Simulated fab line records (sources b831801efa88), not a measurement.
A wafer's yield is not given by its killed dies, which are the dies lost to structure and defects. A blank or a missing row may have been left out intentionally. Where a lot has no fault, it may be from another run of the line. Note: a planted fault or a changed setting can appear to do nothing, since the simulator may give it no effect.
Which tool was responsible? :: flow sky130 :: 11 lots with 33 wafers sampled at 5 steps, on a route of 708 steps

== WHAT EACH GAUGE READ, for each wafer ==
The record holds no reading of a measuring or inspecting step that can be judged against a usual standard deviation.

== WHICH TOOL RAN EACH LOT (tool, then ch and the chambers of the sampled wafers, then the start) ==
lot: L762
SKY_VIA1_CMP_02: cmp-01 ch 1,2, day 32 07:14
SKY_VIA1_ETCH_14: rieDiel-04 ch 0,1, day 33 10:26
SKY_METAL2_ETCH_18: rieMetal-02 ch 0,1, day 34 15:55
SKY_VIA3_CMP_24: cmp-01 ch 1,2,3, day 39 06:46
SKY_PAD_OPEN_PROBE_99: prober-01, day 45 08:12

lot: L763
SKY_VIA1_CMP_02: cmp-02 ch 1,2,3, day 32 21:54
SKY_VIA1_ETCH_14: rieDiel-04 ch 0,1,3, day 34 01:17
SKY_METAL2_ETCH_18: rieMetal-03 ch 0,1, day 35 06:07
SKY_VIA3_CMP_24: cmp-01 ch 0,1,3, day 39 20:40
SKY_PAD_OPEN_PROBE_99: prober-02, day 45 22:09

lot: L765
SKY_VIA1_CMP_02: cmp-01 ch 0,1,2, day 35 00:20
SKY_VIA1_ETCH_14: rieDiel-04 ch 0,1, day 36 02:32
SKY_METAL2_ETCH_18: rieMetal-04 ch 0,1, day 37 06:06
SKY_VIA3_CMP_24: cmp-01 ch 0,1,3, day 41 16:49
SKY_PAD_OPEN_PROBE_99: prober-01, day 47 10:55

lot: L764
SKY_VIA1_CMP_02: cmp-02 ch 0,3, day 35 00:33
SKY_VIA1_ETCH_14: rieDiel-02 ch 1,2,3, day 36 02:50
SKY_METAL2_ETCH_18: rieMetal-03 ch 1, day 37 06:49
SKY_VIA3_CMP_24: cmp-01 ch 0,2, day 41 17:56
SKY_PAD_OPEN_PROBE_99: prober-02, day 47 13:17

lot: L774
SKY_VIA1_CMP_02: cmp-02 ch 1,2,3, day 36 12:12
SKY_VIA1_ETCH_14: rieDiel-01 ch 0,2, day 37 15:35
SKY_METAL2_ETCH_18: rieMetal-03 ch 0,1, day 38 19:25
SKY_VIA3_CMP_24: cmp-01 ch 0,1, day 43 02:07
SKY_PAD_OPEN_PROBE_99: prober-01, day 48 15:07

lot: L775
SKY_VIA1_CMP_02: cmp-01 ch 0,1,3, day 36 15:59
SKY_VIA1_ETCH_14: rieDiel-04 ch 1,2,3, day 37 19:32
SKY_METAL2_ETCH_18: rieMetal-03 ch 0,1, day 38 23:02
SKY_VIA3_CMP_24: cmp-02 ch 0,2,3, day 43 05:46
SKY_PAD_OPEN_PROBE_99: prober-02, day 48 19:05

lot: L777
SKY_VIA1_CMP_02: cmp-01 ch 2,3, day 37 15:06
SKY_VIA1_ETCH_14: rieDiel-01 ch 1,2, day 38 18:41
SKY_METAL2_ETCH_18: rieMetal-04 ch 0,1, day 39 20:23
SKY_VIA3_CMP_24: cmp-02 ch 1,2, day 44 01:14
SKY_PAD_OPEN_PROBE_99: prober-02, day 49 11:27

lot: L779
SKY_VIA1_CMP_02: cmp-01 ch 1,3, day 38 20:35
SKY_VIA1_ETCH_14: rieDiel-01 ch 1,2,3, day 39 21:47
SKY_METAL2_ETCH_18: rieMetal-02 ch 0,1, day 40 23:53
SKY_VIA3_CMP_24: cmp-02 ch 0,1,3, day 45 03:43
SKY_PAD_OPEN_PROBE_99: prober-01, day 50 07:00

lot: L781
SKY_VIA1_CMP_02: cmp-01 ch 1,2,3, day 39 04:26
SKY_VIA1_ETCH_14: rieDiel-04 ch 0,2, day 40 05:14
SKY_METAL2_ETCH_18: rieMetal-04 ch 0,1, day 41 07:59
SKY_VIA3_CMP_24: cmp-02 ch 1,2, day 45 10:03
SKY_PAD_OPEN_PROBE_99: prober-01, day 50 11:14

lot: L783
SKY_VIA1_CMP_02: cmp-02 ch 2,3, day 39 05:24
SKY_VIA1_ETCH_14: rieDiel-02 ch 0,1,3, day 40 06:42
SKY_METAL2_ETCH_18: rieMetal-04 ch 0,1, day 41 09:28
SKY_VIA3_CMP_24: cmp-02 ch 0,1, day 45 11:12
SKY_PAD_OPEN_PROBE_99: prober-02, day 50 12:18

lot: L785
SKY_VIA1_CMP_02: cmp-01 ch 0,2,3, day 39 21:45
SKY_VIA1_ETCH_14: rieDiel-02 ch 1,2,3, day 40 23:05
SKY_METAL2_ETCH_18: rieMetal-02 ch 0,1, day 42 01:31
SKY_VIA3_CMP_24: cmp-02 ch 1,2,3, day 46 01:47
SKY_PAD_OPEN_PROBE_99: prober-02, day 51 01:01
- SKY_VIA1_CMP_02: polishes SiO2.
- SKY_VIA1_ETCH_14: etches BARC in N2/H2, stops on SiO2, time 45.9 s, target depth 60 nm.
- SKY_METAL2_ETCH_18: etches BARC in N2/H2, stops on SiO2, time 45.9 s, target depth 60 nm.
- SKY_VIA3_CMP_24: polishes, stops on SiO2, t overpolish 20 s, target thk 0 nm.
- SKY_PAD_OPEN_PROBE_99

== WHAT THE TOOLS THEMSELVES READ (means of the sampled wafers that have a number; where no wafer has one, the mark that the record gives instead) ==
SKY_VIA1_CMP_02. Usual: headPressurePsi 4.000 psi, standard deviation 0.0085; motorCurrentA 12.9 A, standard deviation 1.5; platenRpm 60.00 rpm, standard deviation 0.039; retainingRingPressureFrac 1.000, standard deviation 0.0052.
lot: L762
tool: cmp-01
headPressurePsi (psi): 4.000
motorCurrentA (A): 14.3
platenRpm (rpm): 59.99
retainingRingPressureFrac: 0.996
flag: 

lot: L763
tool: cmp-02
headPressurePsi (psi): 4.005
motorCurrentA (A): 11.7
platenRpm (rpm): 59.99
retainingRingPressureFrac: 1.001
flag: 

lot: L765
tool: cmp-01
headPressurePsi (psi): 3.991
motorCurrentA (A): 13.5
platenRpm (rpm): 60.03
retainingRingPressureFrac: 1.000
flag: 

lot: L764
tool: cmp-02
headPressurePsi (psi): 4.002
motorCurrentA (A): 10.7
platenRpm (rpm): 60.00
retainingRingPressureFrac: 1.005
flag: 

lot: L774
tool: cmp-02
headPressurePsi (psi): 3.990
motorCurrentA (A): 11.9
platenRpm (rpm): 59.98
retainingRingPressureFrac: 1.001
flag: 

lot: L775
tool: cmp-01
headPressurePsi (psi): 4.000
motorCurrentA (A): 13.2
platenRpm (rpm): 59.99
retainingRingPressureFrac: 1.000
flag: 

lot: L777
tool: cmp-01
headPressurePsi (psi): 4.005
motorCurrentA (A): 14.0
platenRpm (rpm): 60.00
retainingRingPressureFrac: 1.004
flag: 

lot: L779
tool: cmp-01
headPressurePsi (psi): 4.006
motorCurrentA (A): 14.1
platenRpm (rpm): 59.99
retainingRingPressureFrac: 0.996
flag: 

lot: L781
tool: cmp-01
headPressurePsi (psi): 4.003
motorCurrentA (A): 14.4
platenRpm (rpm): 60.03
retainingRingPressureFrac: 1.000
flag: 

lot: L783
tool: cmp-02
headPressurePsi (psi): 4.002
motorCurrentA (A): 11.5
platenRpm (rpm): 59.97
retainingRingPressureFrac: 1.005
flag: 

lot: L785
tool: cmp-01
headPressurePsi (psi): 4.000
motorCurrentA (A): 13.0
platenRpm (rpm): 59.99
retainingRingPressureFrac: 1.002
flag: 

SKY_VIA1_ETCH_14. Usual: drypumpMotorCurrentA 5.7 A, standard deviation 0.3; oesProductAu 0.855 a.u., standard deviation 0.0042; throttleValvePct 13.225 %, standard deviation 0.0085.
lot: L762
tool: rieDiel-04
drypumpMotorCurrentA (A): 5.7
oesProductAu (a.u.): 0.860
throttleValvePct (%): 13.223
flag: 

lot: L763
tool: rieDiel-04
drypumpMotorCurrentA (A): 5.8
oesProductAu (a.u.): 0.859
throttleValvePct (%): 13.232
flag: 

lot: L765
tool: rieDiel-04
drypumpMotorCurrentA (A): 5.7
oesProductAu (a.u.): 0.858
throttleValvePct (%): 13.223
flag: 

lot: L764
tool: rieDiel-02
drypumpMotorCurrentA (A): 5.5
oesProductAu (a.u.): 0.856
throttleValvePct (%): 13.231
flag: 

lot: L774
tool: rieDiel-01
drypumpMotorCurrentA (A): 5.4
oesProductAu (a.u.): 0.861
throttleValvePct (%): 13.224
flag: 

lot: L775
tool: rieDiel-04
drypumpMotorCurrentA (A): 5.9
oesProductAu (a.u.): 0.853
throttleValvePct (%): 13.227
flag: 

lot: L777
tool: rieDiel-01
drypumpMotorCurrentA (A): 5.5
oesProductAu (a.u.): 0.853
throttleValvePct (%): 13.223
flag: 

lot: L779
tool: rieDiel-01
drypumpMotorCurrentA (A): 5.7
oesProductAu (a.u.): 0.850
throttleValvePct (%): 13.223
flag: 

lot: L781
tool: rieDiel-04
drypumpMotorCurrentA (A): 5.9
oesProductAu (a.u.): 0.855
throttleValvePct (%): 13.228
flag: 

lot: L783
tool: rieDiel-02
drypumpMotorCurrentA (A): 5.5
oesProductAu (a.u.): 0.856
throttleValvePct (%): 13.215
flag: 

lot: L785
tool: rieDiel-02
drypumpMotorCurrentA (A): 5.5
oesProductAu (a.u.): 0.854
throttleValvePct (%): 13.224
flag: 

SKY_METAL2_ETCH_18. Usual: drypumpMotorCurrentA 5.9 A, standard deviation 0.37; oesProductAu 0.856 a.u., standard deviation 0.0044; throttleValvePct 13.226 %, standard deviation 0.0088.
lot: L762
tool: rieMetal-02
drypumpMotorCurrentA (A): 5.7
oesProductAu (a.u.): 0.848
throttleValvePct (%): 13.222
flag: 

lot: L763
tool: rieMetal-03
drypumpMotorCurrentA (A): 6.0
oesProductAu (a.u.): 0.853
throttleValvePct (%): 13.221
flag: 

lot: L765
tool: rieMetal-04
drypumpMotorCurrentA (A): 5.8
oesProductAu (a.u.): 0.858
throttleValvePct (%): 13.231
flag: 

lot: L764
tool: rieMetal-03
drypumpMotorCurrentA (A): 6.6
oesProductAu (a.u.): 0.856
throttleValvePct (%): 13.223
flag: 

lot: L774
tool: rieMetal-03
drypumpMotorCurrentA (A): 6.3
oesProductAu (a.u.): 0.860
throttleValvePct (%): 13.228
flag: 

lot: L775
tool: rieMetal-03
drypumpMotorCurrentA (A): 6.3
oesProductAu (a.u.): 0.853
throttleValvePct (%): 13.233
flag: 

lot: L777
tool: rieMetal-04
drypumpMotorCurrentA (A): 5.8
oesProductAu (a.u.): 0.856
throttleValvePct (%): 13.227
flag: 

lot: L779
tool: rieMetal-02
drypumpMotorCurrentA (A): 5.7
oesProductAu (a.u.): 0.857
throttleValvePct (%): 13.217
flag: 

lot: L781
tool: rieMetal-04
drypumpMotorCurrentA (A): 5.8
oesProductAu (a.u.): 0.856
throttleValvePct (%): 13.226
flag: 

lot: L783
tool: rieMetal-04
drypumpMotorCurrentA (A): 5.8
oesProductAu (a.u.): 0.859
throttleValvePct (%): 13.218
flag: 

lot: L785
tool: rieMetal-02
drypumpMotorCurrentA (A): 5.7
oesProductAu (a.u.): 0.859
throttleValvePct (%): 13.224
flag: 

SKY_VIA3_CMP_24. Usual: headPressurePsi 3.500 psi, standard deviation 0.0086; motorCurrentA 11.2 A, standard deviation 1.3; overpolishRunS 19.998 s, standard deviation 0.0092; platenRpm 60.00 rpm, standard deviation 0.038; retainingRingPressureFrac 1.000, standard deviation 0.005; timeToEndpointS 96 s, standard deviation 3.4.
lot: L762
tool: cmp-01
headPressurePsi (psi): 3.501
motorCurrentA (A): 12.9
overpolishRunS (s): 20.006
platenRpm (rpm): 59.99
retainingRingPressureFrac: 1.000
timeToEndpointS (s): 95
flag: 

lot: L763
tool: cmp-01
headPressurePsi (psi): 3.504
motorCurrentA (A): 12.6
overpolishRunS (s): 19.998
platenRpm (rpm): 60.04
retainingRingPressureFrac: 0.998
timeToEndpointS (s): 94
flag: 

lot: L765
tool: cmp-01
headPressurePsi (psi): 3.498
motorCurrentA (A): 12.0
overpolishRunS (s): 19.992
platenRpm (rpm): 60.02
retainingRingPressureFrac: 0.994
timeToEndpointS (s): 96
flag: 

lot: L764
tool: cmp-01
headPressurePsi (psi): 3.494
motorCurrentA (A): 11.9
overpolishRunS (s): 20.002
platenRpm (rpm): 60.00
retainingRingPressureFrac: 1.003
timeToEndpointS (s): 100
flag: 

lot: L774
tool: cmp-01
headPressurePsi (psi): 3.494
motorCurrentA (A): 12.3
overpolishRunS (s): 20.004
platenRpm (rpm): 60.03
retainingRingPressureFrac: 1.000
timeToEndpointS (s): 97
flag: 

lot: L775
tool: cmp-02
headPressurePsi (psi): 3.498
motorCurrentA (A): 10.2
overpolishRunS (s): 20.000
platenRpm (rpm): 60.01
retainingRingPressureFrac: 0.998
timeToEndpointS (s): 97
flag: 

lot: L777
tool: cmp-02
headPressurePsi (psi): 3.501
motorCurrentA (A): 10.9
overpolishRunS (s): 19.986
platenRpm (rpm): 60.02
retainingRingPressureFrac: 0.996
timeToEndpointS (s): 103
flag: 

lot: L779
tool: cmp-02
headPressurePsi (psi): 3.493
motorCurrentA (A): 10.8
overpolishRunS (s): 20.008
platenRpm (rpm): 60.06
retainingRingPressureFrac: 1.001
timeToEndpointS (s): 94
flag: 

lot: L781
tool: cmp-02
headPressurePsi (psi): 3.499
motorCurrentA (A): 11.0
overpolishRunS (s): 19.995
platenRpm (rpm): 59.99
retainingRingPressureFrac: 0.999
timeToEndpointS (s): 97
flag: 

lot: L783
tool: cmp-02
headPressurePsi (psi): 3.495
motorCurrentA (A): 10.8
overpolishRunS (s): 19.997
platenRpm (rpm): 59.99
retainingRingPressureFrac: 1.003
timeToEndpointS (s): 100
flag: 

lot: L785
tool: cmp-02
headPressurePsi (psi): 3.504
motorCurrentA (A): 10.9
overpolishRunS (s): 20.000
platenRpm (rpm): 60.02
retainingRingPressureFrac: 0.999
timeToEndpointS (s): 96
flag: 

SKY_PAD_OPEN_PROBE_99. Usual: defectLimitedYield 82.6 %, standard deviation 1.8; killed_at_M0_to_M3 43, standard deviation 7; killed_at_M4_up 3.4, standard deviation 1.9; killedAtContacts 24, standard deviation 5.4; killedAtFrontEnd 15, standard deviation 4.4; killedAtOther 0.4, standard deviation 0.63; killedDies 86, standard deviation 9.1; killedOnRim 16, standard deviation 3.5; killedOpen 46, standard deviation 6.6; killedShort 39, standard deviation 6.6; sort_bin_3_pad_short 0.9 %, standard deviation 0.46; sort_bin_5_function 10.3 %, standard deviation 1.4; sort_bin_6_memory 6.2 %, standard deviation 1.1; sortNPass 406, standard deviation 9.1; sortYieldPct 82.6 %, standard deviation 1.8.
lot: L762
tool: prober-01
defectLimitedYield (%): 83.7
killed_at_M0_to_M3: 44
killed_at_M4_up: 2.3
killedAtContacts: 22
killedAtFrontEnd: 12
killedAtOther: 0.3
killedDies: 80
killedOnRim: 15
killedOpen: 44
killedShort: 36
sort_bin_3_pad_short (%): 0.7
sort_bin_5_function (%): 10.0
sort_bin_6_memory (%): 5.6
sortNPass: 412
sortYieldPct (%): 83.7
flag: 

lot: L763
tool: prober-02
defectLimitedYield (%): 81.0
killed_at_M0_to_M3: 53
killed_at_M4_up: 2.7
killedAtContacts: 27
killedAtFrontEnd: 10
killedAtOther: 0.0
killedDies: 93
killedOnRim: 18
killedOpen: 55
killedShort: 38
sort_bin_3_pad_short (%): 0.9
sort_bin_5_function (%): 10.7
sort_bin_6_memory (%): 7.3
sortNPass: 399
sortYieldPct (%): 81.0
flag: 

lot: L765
tool: prober-01
defectLimitedYield (%): 82.4
killed_at_M0_to_M3: 44
killed_at_M4_up: 3.0
killedAtContacts: 18
killedAtFrontEnd: 22
killedAtOther: 0.0
killedDies: 87
killedOnRim: 12
killedOpen: 51
killedShort: 33
sort_bin_3_pad_short (%): 0.5
sort_bin_5_function (%): 10.7
sort_bin_6_memory (%): 6.4
sortNPass: 405
sortYieldPct (%): 82.4
flag: 

lot: L764
tool: prober-02
defectLimitedYield (%): 62.6
killed_at_M0_to_M3: 142
killed_at_M4_up: 1.7
killedAtContacts: 25
killedAtFrontEnd: 15
killedAtOther: 0.3
killedDies: 184
killedOnRim: 38
killedOpen: 45
killedShort: 35
sort_bin_3_pad_short (%): 3.1
sort_bin_5_function (%): 24.4
sort_bin_6_memory (%): 9.9
sortNPass: 308
sortYieldPct (%): 62.6
flag: OFF

lot: L774
tool: prober-01
defectLimitedYield (%): 64.3
killed_at_M0_to_M3: 140
killed_at_M4_up: 3.0
killedAtContacts: 18
killedAtFrontEnd: 13
killedAtOther: 0.7
killedDies: 175
killedOnRim: 32
killedOpen: 42
killedShort: 32
sort_bin_3_pad_short (%): 2.4
sort_bin_5_function (%): 24.1
sort_bin_6_memory (%): 9.2
sortNPass: 317
sortYieldPct (%): 64.3
flag: OFF

lot: L775
tool: prober-02
defectLimitedYield (%): 83.0
killed_at_M0_to_M3: 35
killed_at_M4_up: 4.7
killedAtContacts: 22
killedAtFrontEnd: 21
killedAtOther: 0.7
killedDies: 83
killedOnRim: 15
killedOpen: 46
killedShort: 37
sort_bin_3_pad_short (%): 1.1
sort_bin_5_function (%): 10.0
sort_bin_6_memory (%): 5.8
sortNPass: 409
sortYieldPct (%): 83.0
flag: 

lot: L777
tool: prober-02
defectLimitedYield (%): 84.1
killed_at_M0_to_M3: 41
killed_at_M4_up: 2.7
killedAtContacts: 21
killedAtFrontEnd: 13
killedAtOther: 0.3
killedDies: 78
killedOnRim: 14
killedOpen: 48
killedShort: 30
sort_bin_3_pad_short (%): 0.5
sort_bin_5_function (%): 10.0
sort_bin_6_memory (%): 5.4
sortNPass: 414
sortYieldPct (%): 84.1
flag: 

lot: L779
tool: prober-01
defectLimitedYield (%): 84.0
killed_at_M0_to_M3: 41
killed_at_M4_up: 4.0
killedAtContacts: 21
killedAtFrontEnd: 13
killedAtOther: 0.0
killedDies: 79
killedOnRim: 15
killedOpen: 45
killedShort: 33
sort_bin_3_pad_short (%): 0.7
sort_bin_5_function (%): 9.2
sort_bin_6_memory (%): 6.0
sortNPass: 413
sortYieldPct (%): 84.0
flag: 

lot: L781
tool: prober-01
defectLimitedYield (%): 83.1
killed_at_M0_to_M3: 40
killed_at_M4_up: 3.7
killedAtContacts: 24
killedAtFrontEnd: 15
killedAtOther: 0.3
killedDies: 83
killedOnRim: 16
killedOpen: 43
killedShort: 39
sort_bin_3_pad_short (%): 0.8
sort_bin_5_function (%): 10.6
sort_bin_6_memory (%): 5.5
sortNPass: 409
sortYieldPct (%): 83.1
flag: 

lot: L783
tool: prober-02
defectLimitedYield (%): 83.6
killed_at_M0_to_M3: 37
killed_at_M4_up: 4.0
killedAtContacts: 26
killedAtFrontEnd: 14
killedAtOther: 0.0
killedDies: 81
killedOnRim: 18
killedOpen: 44
killedShort: 36
sort_bin_3_pad_short (%): 0.9
sort_bin_5_function (%): 9.8
sort_bin_6_memory (%): 5.6
sortNPass: 411
sortYieldPct (%): 83.6
flag: 

lot: L785
tool: prober-02
defectLimitedYield (%): 81.6
killed_at_M0_to_M3: 49
killed_at_M4_up: 6.0
killedAtContacts: 20
killedAtFrontEnd: 15
killedAtOther: 1.3
killedDies: 91
killedOnRim: 17
killedOpen: 48
killedShort: 42
sort_bin_3_pad_short (%): 1.1
sort_bin_5_function (%): 10.9
sort_bin_6_memory (%): 6.4
sortNPass: 401
sortYieldPct (%): 81.6
flag: 

== THE ANSWER, worked out from the rows above alone ==
Rule: lot off if the mean of its wafers having a number is beyond 3 standard deviations from the usual mean. Also off: a lot with no number at a reading for which 4 or more lots have one. Where the step has rows for the other lots, those lots are counted as sound. After the gauges, taken in route order, come the tools' own readings; for these a lot's mean is taken, as printed above. The first step at which some lot is off is used, and at that step the reading that is off furthest; a lot without a number counts as furthest.
Off at SKY_PAD_OPEN_PROBE_99 (killed_at_M0_to_M3): L764, L774.
If a tool, at that step or one of the process steps before it, ran each lot that is off and ran no sound lot following the first of them, it fits. One fits: SKY_VIA3_CMP_24 on cmp-01. Its last sound lot is L765 (day 41 16:49), its first lot that is off L764 (day 41 17:56): a fault that began between those two fits.

== WHAT HAD BEEN PUT IN BY THE SIMULATOR ==
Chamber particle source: cmp-01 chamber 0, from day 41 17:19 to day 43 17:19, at SKY_VIA3_CMP_24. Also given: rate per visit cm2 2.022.
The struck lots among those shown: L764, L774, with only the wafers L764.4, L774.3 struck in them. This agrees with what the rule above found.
